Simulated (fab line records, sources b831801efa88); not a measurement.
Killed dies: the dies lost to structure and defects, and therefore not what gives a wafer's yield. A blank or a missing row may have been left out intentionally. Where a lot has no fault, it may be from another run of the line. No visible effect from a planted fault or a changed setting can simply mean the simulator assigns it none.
The tool behind it: which one? -- flow gf180mcu -- Sampling: 11 lots, 33 wafers, 6 of 602 route steps

## WHAT EACH GAUGE READ, for each wafer
GF_V3_THK_MEAS_03. Usual: V3_CVD_02_THK 852 nm, standard deviation 11.
lot,measured,on,V3_CVD_02_THK (nm),flag
L441,day 21 08:40,film_metro-02,855 837 856,
L443,day 22 07:21,film_metro-02,857 839 865,
L445,day 22 22:33,film_metro-03,851 845 861,
L446,day 23 06:17,film_metro-02,835 859 854,
L449,day 24 17:17,film_metro-04,846 834 875,
L450,day 24 19:02,film_metro-02,837 849 847,
L451,day 24 23:22,film_metro-03,857 857 870,
L453,day 25 17:32,film_metro-02,842 847 854,
L455,day 26 01:27,film_metro-02,727 746 859,OFF
L456,day 26 18:09,film_metro-03,732 833 845,OFF
L464,day 29 08:53,film_metro-02,852 843 876,

GF_V3_BOW_MEAS_05. Usual: V3_BOW 117 um, standard deviation 8.
lot,measured,on,V3_BOW (um),flag
L441,day 21 09:02,film_metro-02,115 107 106,
L443,day 22 07:43,film_metro-03,120 118 126,
L445,day 22 22:55,film_metro-04,121 120 128,
L446,day 23 06:40,film_metro-04,112 107 115,
L449,day 24 17:39,film_metro-03,117 109 116,
L450,day 24 19:25,film_metro-04,121 112 115,
L451,day 24 23:44,film_metro-04,120 129 114,
L453,day 25 18:06,film_metro-03,113 113 111,
L455,day 26 01:49,film_metro-04,114 103 115,
L456,day 26 18:31,film_metro-02,126 126 123,
L464,day 29 09:15,film_metro-03,115 109 110,

## TOOL THAT RAN EACH LOT (tool first, then ch and the chambers of the sampled wafers, then the start)
lot,GF_V2_SPUTTER_22,GF_M3_SPUTTER_01,GF_V3_CVD_02,GF_V3_CMP_04
L441,"pvd_sputter-03, day 20 06:48","pvd_sputter-02, day 20 07:32","pecvd-02 ch 0,2, day 21 08:36","cmp-02 ch 1,2, day 21 08:47"
L443,"pvd_sputter-01, day 21 06:02","pvd_sputter-04, day 21 06:46","pecvd-03 ch 0,1,2, day 22 07:17","cmp-02 ch 1,2, day 22 07:25"
L445,"pvd_sputter-01, day 21 21:43","pvd_sputter-04, day 21 22:27","pecvd-03 ch 0,2, day 22 22:29","cmp-02 ch 1,2,3, day 22 22:40"
L446,"pvd_sputter-01, day 22 05:21","pvd_sputter-04, day 22 06:05","pecvd-02 ch 0,1,2, day 23 06:11","cmp-02 ch 0,3, day 23 06:19"
L449,"pvd_sputter-04, day 23 10:20","pvd_sputter-02, day 23 11:10","pecvd-01 ch 0,1,2, day 24 17:13","cmp-02 ch 1,2,3, day 24 17:27"
L450,"pvd_sputter-03, day 23 18:47","pvd_sputter-04, day 23 19:31","pecvd-03 ch 0,1, day 24 18:57","cmp-01 ch 1,2, day 24 19:05"
L451,"pvd_sputter-03, day 24 01:02","pvd_sputter-02, day 24 01:46","pecvd-02 ch 0,2, day 24 23:18","cmp-02 ch 0,1, day 24 23:29"
L453,"pvd_sputter-03, day 24 18:17","pvd_sputter-01, day 24 19:01","pecvd-02 ch 0,2, day 25 17:28","cmp-02 ch 1,2, day 25 17:51"
L455,"pvd_sputter-03, day 25 02:05","pvd_sputter-02, day 25 02:49","pecvd-02 ch 0,1,2, day 26 01:23","cmp-01 ch 0,3, day 26 01:31"
L456,"pvd_sputter-03, day 25 19:00","pvd_sputter-04, day 25 20:18","pecvd-02 ch 0,1,2, day 26 18:04","cmp-01 ch 0,2, day 26 18:12"
L464,"pvd_sputter-03, day 28 12:04","pvd_sputter-02, day 28 12:48","pecvd-01 ch 0,1,2, day 29 08:49","cmp-02 ch 1,2, day 29 08:57"
- GF_V2_SPUTTER_22: material TiN, target thk 10 nm, time 40 s.
- GF_M3_SPUTTER_01: material TiN, target thk 30 nm, time 25 s.
- GF_V3_CVD_02: deposits SiO2 from TEOS, target thk 850 nm, time 94.851 s.
- GF_V3_CMP_04: polishes SiO2.

## WHAT THE TOOLS THEMSELVES READ (means of the sampled wafers that have a number; where no wafer has one, the mark that the record gives instead)
GF_V2_SPUTTER_22. Usual: chamber_pressure_pa 5.001 Pa, standard deviation 0.01; throttle_valve_pct 29.9 %, standard deviation 0.62.
lot,tool,chamber_pressure_pa (Pa),throttle_valve_pct (%),flag
L441,pvd_sputter-03,4.998,29.5,
L443,pvd_sputter-01,5.002,30.1,
L445,pvd_sputter-01,5.006,30.0,
L446,pvd_sputter-01,5.013,30.2,
L449,pvd_sputter-04,5.008,30.3,
L450,pvd_sputter-03,4.997,29.5,
L451,pvd_sputter-03,4.999,29.4,
L453,pvd_sputter-03,4.993,29.6,
L455,pvd_sputter-03,4.998,29.9,
L456,pvd_sputter-03,4.992,29.7,
L464,pvd_sputter-03,4.995,29.6,

GF_M3_SPUTTER_01. Usual: chamber_pressure_pa 0.4001 Pa, standard deviation 0.00082; throttle_valve_pct 30.1 %, standard deviation 0.88.
lot,tool,chamber_pressure_pa (Pa),throttle_valve_pct (%),flag
L441,pvd_sputter-02,0.3995,30.3,
L443,pvd_sputter-04,0.4006,30.4,
L445,pvd_sputter-04,0.3999,30.4,
L446,pvd_sputter-04,0.3997,30.8,
L449,pvd_sputter-02,0.4001,29.7,
L450,pvd_sputter-04,0.3999,30.3,
L451,pvd_sputter-02,0.3994,30.0,
L453,pvd_sputter-01,0.3993,29.7,
L455,pvd_sputter-02,0.3997,29.4,
L456,pvd_sputter-04,0.3997,30.3,
L464,pvd_sputter-02,0.4006,29.9,

GF_V3_CVD_02. Usual: heater_power_w 675 W, standard deviation 110; run_length_s 123.0 s, standard deviation 0.5; susceptor_temp_C 399.99 C, standard deviation 0.21.
lot,tool,heater_power_w (W),run_length_s (s),susceptor_temp_C (C),flag
L441,pecvd-02,668,122.9,399.90,
L443,pecvd-03,665,122.9,400.06,
L445,pecvd-03,686,122.5,399.75,
L446,pecvd-02,661,123.5,399.86,
L449,pecvd-01,656,122.6,399.78,
L450,pecvd-03,627,123.4,400.12,
L451,pecvd-02,652,123.3,400.14,
L453,pecvd-02,681,123.0,399.83,
L455,pecvd-02,714,115.4,400.09,OFF
L456,pecvd-02,706,119.0,400.31,OFF
L464,pecvd-01,648,122.5,399.95,

GF_V3_CMP_04. Usual: motor_current_A 12.0 A, standard deviation 1.7; time_to_endpoint_s 82 s, standard deviation 5.6.
lot,tool,motor_current_A (A),time_to_endpoint_s (s),flag
L441,cmp-02,14.2,78,
L443,cmp-02,14.5,84,
L445,cmp-02,13.0,82,
L446,cmp-02,11.5,77,
L449,cmp-02,13.3,80,
L450,cmp-01,10.2,83,
L451,cmp-02,12.6,83,
L453,cmp-02,14.7,84,
L455,cmp-01,10.8,54,OFF
L456,cmp-01,12.2,63,OFF
L464,cmp-02,14.5,89,

## THE ANSWER, worked out from the rows above alone
Rule: a lot counts as off when the mean over its wafers that have a number is more than 3 standard deviations away from the usual mean. A lot without any number at a reading at which 4 lots or more have one is off too. Where the step has rows for the other lots, those lots are counted as sound. After the gauges, taken in route order, come the tools' own readings; for these a lot's mean is taken, as printed above. At the first step where some lot is off, the reading lying furthest off is the one used; lots without a number count as furthest.
Off: L455, L456, seen at GF_V3_THK_MEAS_03 (V3_CVD_02_THK).
A tool fits if, at a process step before that reading, it ran every lot that is off, and no sound lot after the first of them. Not tried: the gauges at GF_V3_THK_MEAS_03; whatever is off there is also off at GF_V3_CVD_02, on other tools, and gauge error can't account for it. One fits: GF_V3_CVD_02 on pecvd-02. A fault onset in the window from L453 (day 25 17:28, its last sound lot) to L455 (day 26 01:23, its first lot off) fits.
The tool's own readings at GF_V3_CVD_02 bear it out: on the lots that are off they differ by more than 5 times the standard deviation of the sound lots' means. run_length_s reads 117.2 s there against 123.0 s on the sound lots.

## WHAT THE SIMULATOR HAD INSERTED
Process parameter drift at GF_V3_CVD_02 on pecvd-02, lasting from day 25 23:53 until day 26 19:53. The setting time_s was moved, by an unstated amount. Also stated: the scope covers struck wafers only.
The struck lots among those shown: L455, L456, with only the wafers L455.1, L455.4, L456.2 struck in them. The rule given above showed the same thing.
